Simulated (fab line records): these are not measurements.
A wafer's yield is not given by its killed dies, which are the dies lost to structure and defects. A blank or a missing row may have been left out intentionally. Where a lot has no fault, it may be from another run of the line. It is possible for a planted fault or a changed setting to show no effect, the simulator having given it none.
The tool behind it: which one? | flow sky130 | Sampling: 7 lots, 21 wafers, 3 of 708 route steps

== WHAT EACH GAUGE READ, for each wafer ==
SKY_VIA2_THK_MEAS_23: measures by xrf.
lot  | measured     | on           | VIA2_W_THK (nm)
L312 | day 36 16:28 | filmMetro-02 | 393 393 387
L317 | day 38 19:28 | filmMetro-02 | 395 401 390
L322 | day 39 18:49 | filmMetro-02 | 391 394 392
L325 | day 40 11:55 | filmMetro-04 | 395 398 403
L327 | day 41 07:11 | filmMetro-01 | 406 411 405
L331 | day 42 08:43 | filmMetro-04 | 398 403 400
L334 | day 44 06:56 | filmMetro-01 | 410 400 406

== WHICH TOOL RAN EACH LOT (tool, then ch and the chambers of the sampled wafers, then the start) ==
lot  | SKY_VT_ADJUST_LVTN_DEVELOP_06    | SKY_VIA1_SOFTBAKE_08
L312 | lithoTrack-01 ch 0, day 7 08:00  | lithoTrack-03 ch 0, day 36 16:28 or earlier
L317 | lithoTrack-03 ch 0, day 8 16:00  | lithoTrack-04 ch 0, day 38 19:28 or earlier
L322 | lithoTrack-04, day 9 21:00       | lithoTrack-02 ch 0, day 39 18:49 or earlier
L325 | lithoTrack-03 ch 0, day 10 16:00 | lithoTrack-04 ch 0, day 40 11:55 or earlier
L327 | lithoTrack-01 ch 0, day 11 05:00 | lithoTrack-04 ch 0, day 41 07:11 or earlier
L331 | lithoTrack-04 ch 0, day 12 06:00 | lithoTrack-02 ch 0, day 42 08:43 or earlier
L334 | lithoTrack-01 ch 0, day 13 09:00 | lithoTrack-02 ch 0, day 44 06:56 or earlier
- SKY_VT_ADJUST_LVTN_DEVELOP_06: develop time 60 s.
- SKY_VIA1_SOFTBAKE_08: time 91.46 s.

== THE ANSWER, worked out from the rows above alone ==
Rule: usual is defined by the lots themselves. The widest of any qualifying gaps counts: lots, ordered by their means at a reading, are off when they make up no more than a third of the lots, leave a main group of 4 or more, and stand apart from it by 3 or more times the standard deviation of that group's means. A main group is skipped when, at the precision printed for the reading in the tables above, its means are all equal. A lot without any number at a reading at which 4 lots or more have one is off too. All remaining lots with rows at the step are treated as sound.
None of the lots is off at any reading shown; this tells nothing.

== WHAT THE SIMULATOR HAD INSERTED ==
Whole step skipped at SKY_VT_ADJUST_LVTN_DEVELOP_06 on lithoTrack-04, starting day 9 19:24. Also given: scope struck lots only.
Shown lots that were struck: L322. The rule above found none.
